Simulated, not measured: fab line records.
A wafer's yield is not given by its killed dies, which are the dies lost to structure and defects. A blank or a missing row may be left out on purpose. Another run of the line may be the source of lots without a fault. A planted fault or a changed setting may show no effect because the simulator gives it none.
8D (eight disciplines) problem report, filled in by code / flow sky130 / the parts of the form that need people (team, actions taken, sign-off) are left out

## 1. PROBLEM STATEMENT
Wafers free of any fault read 1479 (standard deviation 9.9) for LDD_LDN_TW at SKY_LDD_LDN_TW_MEAS_13, against a mean of 30 on 6 wafers of 2 lots. That is -99 or more standard deviations from the usual mean.
Seen first at day 27 00:53 on film-metro-03, wafer L175.2. The record has a number at this step for 41 wafers belonging to 14 lots. Rule for "out", or "out of limits": more than 4 standard deviations from the usual mean. Any other wafer with a number is counted as sound.

## 2. WHAT IT IS AND WHAT IT IS NOT
question=which readings at this step | is=LDD_LDN_TW | is not=-
question=which lots | is=L175, L177 | is not=L167, L169, L170, L171, L178, L179, L180, L182, L183, L185, L186, L187
question=which wafers of those lots | is=all that have a number | is not=-
question=read on which gauges | is=film-metro-02, film-metro-03 | is not=film-metro-01
question=when | is=from day 27 00:53 | is not=up to then (12 sound wafers); but 23 sound wafers of L178, L179, L180, L182, L183, L185, L186, L187 came after

## 3. THE SUSPECTS, EACH WITH WHAT RULES IT OUT
Counting: a tool at a process step up to the reading stays a suspect if it ran every lot that is out and no sound lot after the first of them.
- ruled out: the gauge at SKY_LDD_LDN_TW_MEAS_13. The wafers that are out were read on 2 gauges (film-metro-02, film-metro-03).
- litho-track-03 at SKY_LDD_LDN_DEVELOP_06 (develop time 60 s): kept. It ran every lot that is out, first L175 (day 27 00:01), and no sound lot after that; its last sound lot up to then is L171 (day 25 14:20).
Remaining after the count: litho-track-03 at SKY_LDD_LDN_DEVELOP_06.

## 4. THE CAUSE (what the simulator had put in)
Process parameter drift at SKY_LDD_LDN_DEVELOP_06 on litho-track-03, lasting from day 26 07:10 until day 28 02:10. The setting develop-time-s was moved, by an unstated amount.
Only this tool survived the counting.

## 5. THE CHAIN OF EFFECTS, in route order
One row per reading whose mean, taken over the struck wafers that have a number, lies over 3 standard deviations from the usual. Only readings for which the record gives a usual standard deviation are gone through. hours: the time from each lot's start at the first step in this table that gives one to its start at this step, as a median over the lots. sigmas: the change in usual standard deviations.
hours=0; step=SKY_LDD_LDN_TW_MEAS_13; reading=LDD_LDN_TW; usual=1479; on struck wafers=30; change=-1449; sigmas=-99 or more
Readings that are blank on the struck wafers while sound wafers have them: LDD_LDN_OVL at SKY_LDD_LDN_OVL_MEAS_07.
Later steps that measure or inspect, where all struck wafers having a row at the step show a number for every such reading and not one has moved that far: SKY_SD_P_OVL_MEAS_08.

## 6. HOW IT WOULD HAVE BEEN CAUGHT EARLIER
The first out-of-limits reading at a measuring or inspecting step in this record came at day 27 00:53, 18 hours after the fault's start at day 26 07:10.
Between SKY_LDD_LDN_DEVELOP_06 and SKY_LDD_LDN_TW_MEAS_13, SKY_LDD_LDN_OVL_MEAS_07 gave no LDD_LDN_OVL on the struck wafers, where sound wafers have one: a measuring or inspecting step that comes back empty is itself a sign.
No tool reading at SKY_LDD_LDN_DEVELOP_06 that has a usual standard deviation in the record was out on any struck wafer, so an alarm limit of 4 standard deviations on those readings would not have fired.
Lots out: 2; of these, L177 started SKY_LDD_LDN_DEVELOP_06 on litho-track-03 after day 27 00:53. Had the tool been put on hold then, it would have been spared.
